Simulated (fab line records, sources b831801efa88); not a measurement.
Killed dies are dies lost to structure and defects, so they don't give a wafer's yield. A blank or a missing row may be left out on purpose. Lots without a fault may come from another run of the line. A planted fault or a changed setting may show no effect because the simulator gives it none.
A struck lot beside a sound one | flow sky130 | 24 steps out of a route of 708
Sound: wafers L111.1, L111.2, L111.4. Struck: wafers L117.3, L117.4, L117.6. The cause comes at the end.
At each step with rows: each side's tool, then ch and its chambers, then its first start. Under that, the readings that differ: sound wafers | struck wafers | difference of the means | sigmas: that difference in standard deviations of wafers without a fault.
alike: readings whose means differ by less than 2 such deviations, and words and numbers that are the same on both sides. not compared: withheld readings, readings that some wafer has no value for, bounds like >300 that may hide the same value, and numbers for which the record gives no deviation and whose values overlap.
The two part at a step that has a row with sigmas, a row that says differs or no value, or rows on one side only. Numbers that don't overlap but have no deviation are shown without sigmas and don't part them. A reading that every wafer of one side lacks parts them only if that side has two wafers or more.

SKY_VIA1_RS_MEAS_22: measures by four-point-probe.
  sound on film_metro-04, day 39 07:42; struck on film_metro-01, day 40 03:38
  alike: VIA1_W_RS
SKY_VIA1_THK_MEAS_23: measures by xrf.
  sound on film_metro-04, day 39 07:49; struck on film_metro-01, day 40 03:44
  alike: VIA1_W_THK
then, 1 step without rows for these wafers: SKY_VIA1_CMP_24 (polishes, stops on SiO2, t overpolish 15 s, target thk 0 nm).
SKY_METAL2_SPUTTER_00: material Ti, target thk 15 nm, time 10 s.
  sound on pvd_sputter-04, day 39 08:11; struck on pvd_sputter-01, day 40 04:04
  alike: cathode_dc_power_W, chamber_pressure_pa, throttle_valve_pct
SKY_METAL2_SPUTTER_01: material TiN, target thk 20 nm, time 16.7 s.
  sound on pvd_sputter-04, day 39 08:12; struck on pvd_sputter-01, day 40 04:06
  alike: cathode_dc_power_W, chamber_pressure_pa, throttle_valve_pct
SKY_METAL2_SPUTTER_02: material AlCu, target thk 250 nm, time 13.3 s.
  sound on pvd_sputter-04, day 39 08:13; struck on pvd_sputter-01, day 40 04:07
  alike: cathode_dc_power_W, chamber_pressure_pa, throttle_valve_pct
then, 2 steps without rows for these wafers: SKY_METAL2_SPUTTER_03 (material Ti, target thk 5 nm, time 3.3 s); SKY_METAL2_SPUTTER_04 (material TiN, target thk 70 nm, time 58.3 s).
SKY_METAL2_RS_MEAS_05: measures by four-point-probe.
  sound on film_metro-01, day 39 08:19; struck on film_metro-04, day 40 04:15
  alike: METAL2_ALCU_RS
SKY_METAL2_THK_MEAS_06: measures by xrf.
  sound on film_metro-01, day 39 08:26; struck on film_metro-04, day 40 04:21
  alike: METAL2_ALCU_THK
then, 2 steps without rows for these wafers: SKY_METAL2_DEHYDRATE_07 (time 60 s); SKY_METAL2_HMDS_08 (prime time 60 s).
SKY_METAL2_COAT_09: resist thk 60 nm.
  sound on litho_track-03 ch 0, day 39 20:59; struck on litho_track-02 ch 0, day 40 16:44
  reading              | sound                | struck               | difference | sigmas
  spin_speed_rpm (rpm) | 2997.6 2997.5 2999.0 | 2732.5 2738.7 2733.7 | -263.1     | -99 or more
  alike: exhaust_pa
then, 5 steps without rows for these wafers: SKY_METAL2_COAT_10 (resist thk 450 nm); SKY_METAL2_SOFTBAKE_11 (time 90 s); SKY_METAL2_EXPOSE_12 (exposes mask MM2, target cd 140 nm); SKY_METAL2_PEB_13; SKY_METAL2_DEVELOP_14 (develop time 60 s).
SKY_METAL2_CD_MEAS_15: target cd 140 nm.
  sound on cd_sem-02, day 40 09:26; struck on cd_sem-02, day 41 03:44
  alike: cd_nm
SKY_METAL2_OVL_MEAS_16:
  sound on overlay-01, day 40 09:34; struck on overlay-01, day 41 03:49
  alike: METAL2_OVL
SKY_METAL2_DESCUM_17: chemistry O2, time 8 s.
  sound on rie_metal-02 ch 0,1, day 40 09:36; struck on rie_metal-01 ch 0,1, day 41 03:52
  alike: drypump_motor_current_A, oes_product_au
  not compared: rf_hours_counter_h
SKY_METAL2_ETCH_18: etches BARC in N2/H2, stops on SiO2, time 45.9 s, target depth 60 nm.
  sound on rie_metal-02 ch 0,1, day 40 09:38; struck on rie_metal-01 ch 0,1, day 41 03:54
  reading                  | sound             | struck            | difference | sigmas
  oes_product_au (a.u.)    | 0.853 0.861 0.859 | 0.868 0.878 0.872 | +0.015     | +3
  model.etch.depth_nm (nm) | 60.12 60.29 60.18 | 62.74 62.86 62.67 | +2.56      |
  alike: drypump_motor_current_A, n2_flow_sccm, throttle_valve_pct
  not compared: rf_hours_counter_h
SKY_METAL2_METAL_ETCH_19: etches the open film in Cl2/BCl3, stops on SiO2, target depth 360 nm, time 78 s.
  sound on rie_metal-02 ch 0,1, day 40 09:41; struck on rie_metal-01 ch 0,1, day 41 03:58
  alike: drypump_motor_current_A, oes_product_au, throttle_valve_pct
  not compared: rf_hours_counter_h
then, 1 step without rows for these wafers: SKY_PAD_OPEN_PROBE_99.

WHERE THEY PART
First at SKY_METAL2_COAT_09; last, within this record, at SKY_METAL2_ETCH_18. Later steps at which nothing parts them and some readings are alike: SKY_METAL2_METAL_ETCH_19.

WHY: what the simulator had put in
Process parameter drift: litho_track-02, from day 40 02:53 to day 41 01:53, at SKY_METAL2_COAT_09. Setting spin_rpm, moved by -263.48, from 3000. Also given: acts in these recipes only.
